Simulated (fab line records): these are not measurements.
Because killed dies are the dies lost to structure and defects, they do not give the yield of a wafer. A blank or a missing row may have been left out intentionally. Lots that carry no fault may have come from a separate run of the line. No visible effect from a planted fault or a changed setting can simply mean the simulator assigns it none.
Lot-split experiment ; flow sfq-line ; 23 wafers read across 5 lots, on a route 325 steps long

SPLIT DETAILS
At SFQ_TRILAYER_INCOMING_OXIDATION_002 (target thk 500 nm, ox time 4939 s), the setting ox-time-s was moved away from the recipe's 4939 s on 20 of the 23 wafers read, by -5.2% to +10.9%. The other wafers ran this setting at the recipe's value.

Reading taken at the split's own step.

THE READING
SiO2_of_TRILAYER_INCOMING_OXIDATION_002.thk-nm (the simulator's own value, which no gauge read), in nm, at SFQ_TRILAYER_INCOMING_OXIDATION_002 (target thk 500 nm, ox time 4939 s). No usual value for it is given in the file. Average 511.1 nm, standard deviation 6.5 nm, over the 3 wafers here run with the recipe.

wafer;tool, chamber at the split;ox-time-s as run, s;against the recipe;SiO2_of_TRILAYER_INCOMING_OXIDATION_002.thk-nm, nm;against lot-mates on the recipe
L074.2;furnace-01, 0;4939;recipe;503.2;-
L074.4;furnace-01, 0;4939;recipe;519.1;-
L074.5;furnace-01, 0;4939;recipe;511;-
L076.2;-, -;5285;+7.0%;530.9;no lot-mate on the recipe
L076.3;-, -;5285;+7.0%;539.2;no lot-mate on the recipe
L076.4;-, -;5285;+7.0%;535.9;no lot-mate on the recipe
L076.5;-, -;5285;+7.0%;539.5;no lot-mate on the recipe
L076.6;-, -;5285;+7.0%;538.5;no lot-mate on the recipe
L078.1;-, -;4684;-5.2%;488.4;no lot-mate on the recipe
L078.2;-, -;4684;-5.2%;475;no lot-mate on the recipe
L078.3;-, -;4684;-5.2%;480.7;no lot-mate on the recipe
L078.4;-, -;4684;-5.2%;484.9;no lot-mate on the recipe
L078.5;-, -;4684;-5.2%;483;no lot-mate on the recipe
L080.2;-, -;5251;+6.3%;529.8;no lot-mate on the recipe
L080.3;-, -;5251;+6.3%;526.2;no lot-mate on the recipe
L080.4;-, -;5251;+6.3%;525.3;no lot-mate on the recipe
L080.5;-, -;5251;+6.3%;521.7;no lot-mate on the recipe
L080.6;-, -;5251;+6.3%;530.9;no lot-mate on the recipe
L083.1;-, -;5478;+10.9%;527.3;no lot-mate on the recipe
L083.3;-, -;5478;+10.9%;528.7;no lot-mate on the recipe
L083.4;-, -;5478;+10.9%;542.4;no lot-mate on the recipe
L083.5;-, -;5478;+10.9%;536.7;no lot-mate on the recipe
L083.6;-, -;5478;+10.9%;532.7;no lot-mate on the recipe

THE FIT
A straight line over all 23 wafers: SiO2_of_TRILAYER_INCOMING_OXIDATION_002.thk-nm changes by +3.38 nm for each +1% of ox-time-s; r = +0.93; the points scatter about the line by 8.2 nm.
Too few moved wafers with a lot-mate on the recipe to fit a line net of each lot's own level.

THE FILE'S OWN FIT
SiO2_of_TRILAYER_INCOMING_OXIDATION_002.thk-nm changes by +3.39 nm for each +1% of ox-time-s, r = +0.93.
